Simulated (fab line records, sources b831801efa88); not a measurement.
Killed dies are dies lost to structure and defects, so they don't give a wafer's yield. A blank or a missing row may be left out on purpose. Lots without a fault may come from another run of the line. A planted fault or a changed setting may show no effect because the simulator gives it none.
Chamber matching | flow gf180mcu | GF_CONTACT_CMP_04 on cmp-02: 4 sister chambers
The step polishes SiO2. 4 wafers are shown with their chamber, then 8 later ones without.

WAFERS WITH THEIR CHAMBER
wafer  | chamber | motor_current_A (A)
L726.1 | 1       | 10.7
L730.2 | 2       | 10.4
L730.3 | 3       | 12.1
L734.1 | 0       | 14.1

WAFERS WITHOUT THEIR CHAMBER
wafer  | motor_current_A (A)
L734.2 | 11.1
L734.3 | 12.1
L739.1 | 11.0
L739.2 | 12.1
L739.6 | 10.6
L741.1 | 13.1
L741.3 | 10.7
L741.5 | 9.9

WHICH CHAMBER EACH WENT THROUGH
wafer  | from the rows above          | in truth
L734.2 | can't be placed: 1 or 2 or 3 | 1
L734.3 | 3                            | 3
L739.1 | can't be placed: 1 or 2 or 3 | 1
L739.2 | 3                            | 3
L739.6 | can't be placed: 1 or 2      | 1
L741.1 | can't be placed: 0 or 3      | 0
L741.3 | can't be placed: 1 or 2      | 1
L741.5 | can't be placed: 2 or 1      | 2
Placed correctly: 2 of 8. Can't be placed from these rows: 6 (the true chamber is among the candidates in 6). Placed wrongly: 0.
How it was worked out, from the rows above alone: a wafer's distance from a chamber is the root of the sum, over the readings, of the square of ((its reading less the chamber's mean) divided by the reading's scatter). The wafer belongs to the nearest chamber; if the next one is less than 2 further off, it can't be placed. A chamber's mean is the mean of its shown wafers. The scatter: with one shown wafer a chamber, the root of the mean of the squares of how far each hidden wafer lies from its nearest shown one.
